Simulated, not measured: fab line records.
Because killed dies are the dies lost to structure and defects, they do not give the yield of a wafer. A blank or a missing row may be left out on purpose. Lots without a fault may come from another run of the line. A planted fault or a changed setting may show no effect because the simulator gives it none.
Shared-tool check -- flow sky130 -- 14 lots, 42 wafers sampled

== THE REASON FOR OPENING IT ==
At SKY_SD_N_TW_MEAS_12 the reading SD_N_TW is flagged on 2 of 14 lots. Wafers without a fault read 3992, standard deviation 38.
Rule: a lot is flagged when every wafer of it that has a number lies more than 4 standard deviations from that mean, or none has a number. The other lots count as sound.

lot,measured,on,"SD_N_TW, wafer by wafer",flag
L909,day 28 09:47,film metro-02,4003 4008 4008,
L910,day 29 18:29,film metro-02,31 31 31,FLAGGED
L912,day 30 00:14,film metro-02,30 30 30,FLAGGED
L913,day 30 12:39,film metro-02,4007 4011 4001,
L914,day 30 15:54,film metro-04,3948 3973 3965,
L922,day 32 23:24,film metro-02,4027 4015 4026,
L923,day 33 00:35,film metro-03,3996 4037 3991,
L924,day 33 15:39,film metro-02,4009 4003 4003,
L925,day 33 21:25,film metro-04,3977 3978 3983,
L926,day 34 03:46,film metro-02,4029 4029 4030,
L927,day 34 11:17,film metro-04,3961 3963 3957,
L928,day 34 22:58,film metro-02,4031 4035 4004,
L929,day 35 18:35,film metro-03,4010 3998 4020,
L930,day 35 22:19,film metro-03,4029 4018 4001,
On average the flagged lots read 30, which is -3962 against the usual, or -99 or more standard deviations.

== WHICH TOOL EACH LOT WENT THROUGH ==
The record holds 3 process steps before the reading, out of a route of 708 steps. Every cell lists first the tool, next ch and the chambers used by the sampled wafers, and last the start.
lot,flag,SKY_POLY_CUT_STRIP_12,SKY_RES_XHIGH_STRIP_08,SKY_SD_N_STRIP_11
L909,,"plasma asher-04 ch 0,1, day 24 16:56","plasma asher-01 ch 0,1, day 27 04:40","plasma asher-02 ch 0,1, day 28 09:40"
L910,FLAGGED,"plasma asher-01 ch 0,1, day 26 02:08","plasma asher-03 ch 0, day 28 12:58","plasma asher-04 ch 0, day 29 18:22"
L912,FLAGGED,"plasma asher-04 ch 0,1, day 26 08:36","plasma asher-02 ch 0,1, day 28 19:25","plasma asher-02 ch 0,1, day 30 00:08"
L913,,"plasma asher-01 ch 1, day 26 21:48","plasma asher-01 ch 0,1, day 29 07:55","plasma asher-04 ch 1, day 30 12:32"
L914,,"plasma asher-01 ch 0,1, day 27 01:42","plasma asher-02 ch 0,1, day 29 10:50","plasma asher-01 ch 0,1, day 30 15:47"
L922,,"plasma asher-03 ch 0,1, day 29 10:14","plasma asher-03 ch 0,1, day 31 18:59","plasma asher-02 ch 0,1, day 32 23:17"
L923,,"plasma asher-04 ch 0,1, day 29 12:56","plasma asher-03 ch 0,1, day 31 20:13","plasma asher-02 ch 0,1, day 33 00:29"
L924,,"plasma asher-03 ch 1, day 30 03:50","plasma asher-01 ch 0,1, day 32 11:49","plasma asher-01 ch 0,1, day 33 15:32"
L925,,"plasma asher-01 ch 0,1, day 30 10:05","plasma asher-01 ch 0,1, day 32 18:25","plasma asher-01 ch 0,1, day 33 21:19"
L926,,"plasma asher-03 ch 0,1, day 30 14:53","plasma asher-01 ch 0,1, day 32 23:31","plasma asher-04 ch 0,1, day 34 03:40"
L927,,"plasma asher-04 ch 0,1, day 31 00:32","plasma asher-03 ch 0,1, day 33 07:12","plasma asher-01 ch 0,1, day 34 11:11"
L928,,"plasma asher-04 ch 0,1, day 31 12:47","plasma asher-02 ch 0,1, day 33 19:07","plasma asher-01 ch 0,1, day 34 22:52"
L929,,"plasma asher-04 ch 0,1, day 32 08:11","plasma asher-02 ch 0,1, day 34 15:19","plasma asher-02 ch 1, day 35 18:29"
L930,,"plasma asher-01 ch 0,1, day 32 13:12","plasma asher-02 ch 0,1, day 34 19:56","plasma asher-02 ch 0,1, day 35 22:13"
What is done by these steps:
- SKY_POLY_CUT_STRIP_12: strips in O2/N2.
- SKY_RES_XHIGH_STRIP_08: strips in O2/N2.
- SKY_SD_N_STRIP_11: strips in O2/N2.
- SKY_SD_N_TW_MEAS_12

== FLAGGED AGAINST TOTAL, ONE TOOL AT A TIME (gauges that did the reading follow at the end) ==
step,tool,lots run,flagged,share of the flagged lots,sound lots run after its first flagged lot
SKY_POLY_CUT_STRIP_12,plasma asher-01,5,1,some,"4 (L913,L914,L925,L930)"
SKY_POLY_CUT_STRIP_12,plasma asher-03,3,0,none,-
SKY_POLY_CUT_STRIP_12,plasma asher-04,6,1,some,"4 (L923,L927,L928,L929)"
SKY_RES_XHIGH_STRIP_08,plasma asher-01,5,0,none,-
SKY_RES_XHIGH_STRIP_08,plasma asher-02,5,1,some,"4 (L914,L928,L929,L930)"
SKY_RES_XHIGH_STRIP_08,plasma asher-03,4,1,some,"3 (L922,L923,L927)"
SKY_SD_N_STRIP_11,plasma asher-01,5,0,none,-
SKY_SD_N_STRIP_11,plasma asher-02,6,1,some,"4 (L922,L923,L929,L930)"
SKY_SD_N_STRIP_11,plasma asher-04,3,1,some,"2 (L913,L926)"
SKY_SD_N_TW_MEAS_12,film metro-02,8,2,all,"5 (L913,L922,L924,L926,L928)"
SKY_SD_N_TW_MEAS_12,film metro-03,3,0,none,-
SKY_SD_N_TW_MEAS_12,film metro-04,3,0,none,-

== THE TABLE: WHAT IT ALLOWS ==
Rows of the table that ran each flagged lot: 1, that is film metro-02 at SKY_SD_N_TW_MEAS_12.
- film metro-02 at SKY_SD_N_TW_MEAS_12: 2 of its 8 lots flagged. Lots that were sound ran on it after the first flagged one (L913, L922, L924, L926, L928); a persistent fault on the entire tool would not allow that.
There is no row in the table that ran each flagged lot and no sound lot after the first.

== WHAT HAD BEEN PUT IN BY THE SIMULATOR ==
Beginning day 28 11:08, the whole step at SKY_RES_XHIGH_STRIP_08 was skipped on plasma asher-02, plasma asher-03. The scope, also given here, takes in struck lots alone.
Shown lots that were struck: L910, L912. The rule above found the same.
